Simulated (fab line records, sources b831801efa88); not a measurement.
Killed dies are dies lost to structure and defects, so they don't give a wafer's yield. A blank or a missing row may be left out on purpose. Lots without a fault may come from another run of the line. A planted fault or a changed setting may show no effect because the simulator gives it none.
Chamber matching | flow gf180mcu | GF_V2_CVD_02 on pecvd-02: 3 sister chambers
The step deposits SiO2 from TEOS, target thk 850 nm, time 94.851 s. 3 wafers are shown with their chamber, then 11 later ones without.

WAFERS WITH THEIR CHAMBER
wafer  | chamber | heater_power_w (W)
L083.6 | 2       | 575
L084.2 | 1       | 976
L087.3 | 0       | 656

WAFERS WITHOUT THEIR CHAMBER
wafer  | heater_power_w (W)
L087.4 | 1007
L087.5 | 534
L088.3 | 687
L088.4 | 866
L088.5 | 687
L090.3 | 571
L090.5 | 668
L090.6 | 619
L095.2 | 602
L095.4 | 693
L095.6 | 636

WHICH CHAMBER EACH WENT THROUGH
wafer  | from the rows above     | in truth
L087.4 | 1                       | 1
L087.5 | can't be placed: 2 or 0 | 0
L088.3 | can't be placed: 0 or 2 | 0
L088.4 | 1                       | 1
L088.5 | can't be placed: 0 or 2 | 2
L090.3 | can't be placed: 2 or 0 | 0
L090.5 | can't be placed: 0 or 2 | 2
L090.6 | can't be placed: 0 or 2 | 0
L095.2 | can't be placed: 2 or 0 | 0
L095.4 | can't be placed: 0 or 2 | 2
L095.6 | can't be placed: 0 or 2 | 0
Placed correctly: 2 of 11. Can't be placed from these rows: 9 (the true chamber is among the candidates in 9). Placed wrongly: 0.
How it was worked out, from the rows above alone: a wafer's distance from a chamber is the root of the sum, over the readings, of the square of ((its reading less the chamber's mean) divided by the reading's scatter). The wafer belongs to the nearest chamber; if the next one is less than 2 further off, it can't be placed. A chamber's mean is the mean of its shown wafers. The scatter: with one shown wafer a chamber, the root of the mean of the squares of how far each hidden wafer lies from its nearest shown one.
